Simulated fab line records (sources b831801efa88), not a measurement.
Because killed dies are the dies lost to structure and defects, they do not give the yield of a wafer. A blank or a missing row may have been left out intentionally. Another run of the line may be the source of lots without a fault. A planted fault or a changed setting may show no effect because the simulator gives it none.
What tool caused it?	flow sfq-line	48 wafers from 16 lots sampled at 5 of the route's 325 steps

== WHAT EACH GAUGE READ, for each wafer ==
SFQ_M1_OVL_MEAS_911. Usual: M1_OVL typically reads 0 nm, with standard deviation 6.2.
lot	measured	on	M1_OVL (nm)	flag
L132	day 18 15:32	overlay-01	5 2 7	
L133	day 18 21:39	overlay-01	3 -9 -7	
L134	day 19 04:51	overlay-02	0 1 -2	
L135	day 19 15:39	overlay-02	3 0 11	
L136	day 21 07:25	overlay-01	6 -2 14	
L138	day 21 18:14	overlay-01	-1 0 -3	
L139	day 22 03:49	overlay-01	5 -5 6	
L140	day 22 17:02	overlay-01	2 2 -8	
L142	day 23 05:04	overlay-02	9 5 0	
L143	day 23 15:17	overlay-02	-2 1 -10	
L144	day 24 03:52	overlay-02	8 4 -7	
L145	day 24 12:17	overlay-02	5 1 1	
L146	day 24 21:52	overlay-01	3 2 6	
L147	day 25 05:17	overlay-02	-11 -1 -9	
L148	day 31 19:51	overlay-02	-4 -9 0	
L153	day 34 11:32	overlay-02	-1 -3 -7	

SFQ_I1_OVL_MEAS_913. Usual: I1_OVL typically reads -1 nm, with standard deviation 5.6.
lot	measured	on	I1_OVL (nm)	flag
L132	day 25 19:41	overlay-02	0 -7 -3	
L133	day 26 00:28	overlay-01	-2 1 1	
L134	day 26 07:40	overlay-01	4 0 2	
L135	day 26 16:05	overlay-02	-2 -3 -2	
L136	day 28 08:55	overlay-02	4 5 7	
L138	day 28 17:20	overlay-02	1 7 3	
L139	day 29 05:19	overlay-01	-1 5 -7	
L140	day 29 14:56	overlay-02	-3 -3 8	
L142	day 30 01:51	overlay-02	-3 2 1	
L143	day 30 12:40	overlay-01	-1 -7 -1	
L144	day 30 22:15	overlay-01	-5 -8 5	
L145	day 31 05:28	overlay-01	160 169 170 157 164 165	OFF
L146	day 31 15:03	overlay-01	166 168 167 162 164 163	OFF
L147	day 31 23:28	overlay-02	167 165 168 163 162 165	OFF
L148	day 32 03:37	overlay-02	-19 -12 -19	
L153	day 35 04:15	overlay-02	168 168 169 165 165 166	OFF

== WHAT TOOL EACH LOT RAN ON (gives the tool, then ch and the chambers of the sampled wafers, and finally the start) ==
lot	SFQ_TRILAYER_I0_VIA_BARC_OPEN_VIA_ETCH_046	SFQ_TRILAYER_I0_VIA_STRIP_STRIP_035	SFQ_TRILAYER_I1_VIA_LITHO_EXPOSE_050
L132	rie-diel-03 ch 0,3, day 13 02:52	rie-metal-01 ch 0,1, day 13 03:01	krf-scanner-02 ch 0, day 25 18:22
L133	rie-diel-01 ch 2,3, day 13 06:28	rie-metal-02 ch 0, day 13 06:37	krf-scanner-02 ch 0, day 25 22:58
L134	rie-diel-01 ch 0,1, day 13 14:52	rie-metal-03 ch 1, day 13 15:01	krf-scanner-02 ch 0, day 26 06:10
L135	rie-diel-03 ch 0,1,3, day 13 20:52	rie-metal-03 ch 1, day 13 21:13	krf-scanner-02 ch 0, day 26 14:46
L136	rie-diel-03 ch 0,1,3, day 15 02:23	rie-metal-03 ch 0,1, day 15 02:33	krf-scanner-02 ch 0, day 28 07:25
L138	rie-diel-01 ch 1,2, day 15 13:11	rie-metal-01 ch 0,1, day 15 13:21	krf-scanner-02 ch 0, day 28 16:01
L139	rie-diel-01 ch 0,2, day 15 20:14	rie-metal-02 ch 0,1, day 15 20:23	krf-scanner-02 ch 0, day 29 03:49
L140	rie-diel-02 ch 1,3, day 16 05:14	rie-metal-03 ch 0,1, day 16 05:23	krf-scanner-02 ch 0, day 29 13:37
L142	rie-diel-03 ch 0,1,3, day 23 01:35	rie-metal-03 ch 0,1, day 23 01:44	krf-scanner-01 ch 0, day 30 00:21
L143	rie-diel-03 ch 0,2,3, day 23 11:11	rie-metal-02 ch 0, day 23 11:56	krf-scanner-01 ch 0, day 30 11:45
L144	rie-diel-01 ch 0,1,3, day 24 00:23	rie-metal-01 ch 0,1, day 24 00:32	krf-scanner-01 ch 0, day 30 20:45
L145	rie-diel-01 ch 0,1,3, day 24 08:47	rie-metal-01 ch 0,1, day 24 09:08	krf-scanner-01 ch 0, day 31 04:21
L146	rie-diel-02 ch 2,3, day 24 18:23	rie-metal-01 ch 1, day 24 18:32	krf-scanner-01 ch 0, day 31 13:45
L147	rie-diel-01 ch 1,2,3, day 25 01:35	rie-metal-02 ch 0,1, day 25 02:01	krf-scanner-01 ch 0, day 31 22:21
L148	rie-diel-03 ch 0,2, day 25 07:43	rie-metal-01 ch 0,1, day 25 07:52	krf-scanner-02 ch 0, day 32 02:19
L153	rie-diel-01 ch 1,3, day 28 00:34	rie-metal-01 ch 0,1, day 28 00:43	krf-scanner-01 ch 0, day 35 02:56
- SFQ_TRILAYER_I0_VIA_BARC_OPEN_VIA_ETCH_046: etches BARC in O2, target depth 125 nm, time 41.7 s.
- SFQ_TRILAYER_I0_VIA_STRIP_STRIP_035: strips in O2.
- SFQ_TRILAYER_I1_VIA_LITHO_EXPOSE_050: exposes mask I1, target cd 500 nm.

== AS READ BY THE TOOLS THEMSELVES (means over the sampled wafers that have a number; for cases with no such wafer, the mark the record gives instead) ==
SFQ_TRILAYER_I0_VIA_BARC_OPEN_VIA_ETCH_046. Usual: drypump-motor-current-A 5.8 A, standard deviation 0.43; oes-product-au 0.685 a.u., standard deviation 0.0044.
lot	tool	drypump-motor-current-A (A)	oes-product-au (a.u.)	flag
L132	rie-diel-03	5.7	0.688	
L133	rie-diel-01	5.8	0.681	
L134	rie-diel-01	6.5	0.683	
L135	rie-diel-03	5.7	0.684	
L136	rie-diel-03	5.7	0.679	
L138	rie-diel-01	6.0	0.687	
L139	rie-diel-01	6.3	0.682	
L140	rie-diel-02	5.5	0.686	
L142	rie-diel-03	5.8	0.685	
L143	rie-diel-03	5.5	0.688	
L144	rie-diel-01	6.3	0.683	
L145	rie-diel-01	6.2	0.682	
L146	rie-diel-02	5.5	0.688	
L147	rie-diel-01	5.9	0.679	
L148	rie-diel-03	5.4	0.685	
L153	rie-diel-01	6.1	0.688	

SFQ_TRILAYER_I0_VIA_STRIP_STRIP_035. Usual: drypump-motor-current-A 6.0 A, standard deviation 0.45; oes-product-au 1.002 a.u., standard deviation 0.01.
lot	tool	drypump-motor-current-A (A)	oes-product-au (a.u.)	flag
L132	rie-metal-01	6.0	0.996	
L133	rie-metal-02	6.6	0.998	
L134	rie-metal-03	6.1	0.987	
L135	rie-metal-03	6.1	0.991	
L136	rie-metal-03	5.9	0.998	
L138	rie-metal-01	5.6	1.012	
L139	rie-metal-02	6.4	1.000	
L140	rie-metal-03	5.9	0.996	
L142	rie-metal-03	5.7	1.001	
L143	rie-metal-02	6.6	0.998	
L144	rie-metal-01	6.0	1.001	
L145	rie-metal-01	6.0	1.007	
L146	rie-metal-01	6.3	1.013	
L147	rie-metal-02	6.4	1.008	
L148	rie-metal-01	5.6	1.001	
L153	rie-metal-01	5.6	1.004	

SFQ_TRILAYER_I1_VIA_LITHO_EXPOSE_050. Usual: reticle-temp-C 23.00 C, standard deviation 0.1.
lot	tool	reticle-temp-C (C)	flag
L132	krf-scanner-02	23.08	
L133	krf-scanner-02	22.97	
L134	krf-scanner-02	22.94	
L135	krf-scanner-02	23.03	
L136	krf-scanner-02	22.82	
L138	krf-scanner-02	22.90	
L139	krf-scanner-02	23.00	
L140	krf-scanner-02	22.85	
L142	krf-scanner-01	23.00	
L143	krf-scanner-01	22.92	
L144	krf-scanner-01	23.05	
L145	krf-scanner-01	23.05	
L146	krf-scanner-01	22.98	
L147	krf-scanner-01	22.99	
L148	krf-scanner-02	22.97	
L153	krf-scanner-01	22.99	

== THE ANSWER, worked out from the rows above alone ==
Rule: take the mean of a lot's wafers that have a number; if it is more than 3 standard deviations from the usual mean, the lot is off. Also off: a lot with no number at a reading for which 4 or more lots have one. The other lots that the step has rows for count as sound. Order of review: gauges by route order, followed by the tools' own readings, for which a lot's mean as printed above is used. At the first step where some lot is off, the reading lying furthest off is the one used; lots without a number count as furthest.
Off: L145, L146, L147, L153, at SFQ_I1_OVL_MEAS_913 (I1_OVL).
A tool fits if, at a process step before that reading, it ran every lot that is off, and no sound lot after the first of them. The gauges at SFQ_I1_OVL_MEAS_913 are tried like those tools. One fits: krf-scanner-01 at SFQ_TRILAYER_I1_VIA_LITHO_EXPOSE_050. Its last sound lot is L144 (day 30 20:45), its first lot that is off L145 (day 31 04:21): a fault that began between those two fits.

== WHAT THE SIMULATOR HAD INSERTED ==
Scanner matching overlay: krf-scanner-01, from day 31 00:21 on, at SFQ_TRILAYER_I1_VIA_LITHO_EXPOSE_050. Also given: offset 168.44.
Shown lots that were struck: L145, L146, L147, L153. Same finding as the rule above.
